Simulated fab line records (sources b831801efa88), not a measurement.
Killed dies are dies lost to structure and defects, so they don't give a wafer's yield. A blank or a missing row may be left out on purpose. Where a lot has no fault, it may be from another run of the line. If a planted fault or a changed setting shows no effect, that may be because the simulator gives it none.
The tool behind it: which one? ; flow sky130 ; 6 lots, 18 wafers sampled, at 1 step of a route of 708

WHAT EACH GAUGE READ, for each wafer
SKY_VIA4_THK_MEAS_01.
lot;measured;on;VIA4_HDPCVD_THK (nm)
L754;day 42 12:04;film_metro-01;1709 1699 1690
L758;day 43 12:58;film_metro-01;1689 1657 1687
L759;day 43 18:22;film_metro-03;1680 1703 1696
L762;day 44 18:37;film_metro-01;1705 1699 1729
L765;day 45 16:12;film_metro-03;1668 1691 1670
L769;day 46 10:07;film_metro-01;1671 1693 1672

WHAT TOOL EACH LOT RAN ON (gives the tool, then ch and the chambers of the sampled wafers, and finally the start)
The record shows no process step preceding these readings.

THE ANSWER, worked out from the rows above alone
Rule: the lots themselves supply what counts as usual. The widest of any qualifying gaps counts: lots, ordered by their means at a reading, are off when they make up no more than a third of the lots, leave a main group of 4 or more, and stand apart from it by 3 or more times the standard deviation of that group's means. A main group is skipped when, at the precision printed for the reading in the tables above, its means are all equal. A lot without any number at a reading at which 4 lots or more have one is off too. The other lots that the step has rows for count as sound.
No lot is off on any of the readings shown, so nothing can be concluded from this.

WHAT THE SIMULATOR HAD INSERTED
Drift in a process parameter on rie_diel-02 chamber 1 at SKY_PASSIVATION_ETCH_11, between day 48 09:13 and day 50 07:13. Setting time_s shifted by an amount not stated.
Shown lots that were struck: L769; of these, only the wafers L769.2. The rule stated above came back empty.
